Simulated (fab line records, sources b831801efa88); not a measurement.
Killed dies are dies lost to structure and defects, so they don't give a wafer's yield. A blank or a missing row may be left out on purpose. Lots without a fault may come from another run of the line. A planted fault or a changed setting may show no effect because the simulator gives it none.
Which tool did it? | flow gf180mcu | 6 lots, 17 wafers sampled, at 2 steps of a route of 602

WHAT THE GAUGES READ, wafer by wafer
GF_V3_THK_MEAS_01.
lot  | measured     | on            | V3_CVD_00_THK (nm)
L449 | day 22 03:02 | film_metro-04 | 611 614 611
L452 | day 22 09:20 | film_metro-02 | 609 608 590
L457 | day 23 21:09 | film_metro-04 | 604 601 603
L461 | day 25 02:41 | film_metro-01 | 608 612
L464 | day 26 04:43 | film_metro-01 | 604 611 610
L469 | day 27 21:37 | film_metro-01 | 620 611 619

WHICH TOOL RAN EACH LOT (tool, then ch and the chambers of the sampled wafers, then the start)
lot  | GF_HV_LDD_STRIP_10
L449 | plasma_asher-01 ch 0,1, day 10 14:17
L452 | plasma_asher-01 ch 1, day 10 20:08
L457 | plasma_asher-01 ch 0,1, day 12 01:59
L461 | plasma_asher-01 ch 0,1, day 13 03:41
L464 | plasma_asher-04 ch 0,1, day 14 01:35
L469 | plasma_asher-02 ch 0,1, day 15 19:17
- GF_HV_LDD_STRIP_10: strips in O2/N2.

THE ANSWER, worked out from the rows above alone
Rule: what is usual is taken from the lots themselves. Put in order of their means at a reading, lots are off if they are a third of the lots or fewer, leave a main group of 4 or more, and stand apart from it by a gap of 3 or more times the standard deviation of the main group's means; of several such gaps the widest counts. A main group whose means are all the same, to the digits that the tables above print for the reading, isn't used. A lot without any number at a reading at which 4 lots or more have one is off too. The other lots that the step has rows for count as sound.
No lot is off at any reading shown: from this, nothing can be told.

WHAT THE SIMULATOR HAD PUT IN
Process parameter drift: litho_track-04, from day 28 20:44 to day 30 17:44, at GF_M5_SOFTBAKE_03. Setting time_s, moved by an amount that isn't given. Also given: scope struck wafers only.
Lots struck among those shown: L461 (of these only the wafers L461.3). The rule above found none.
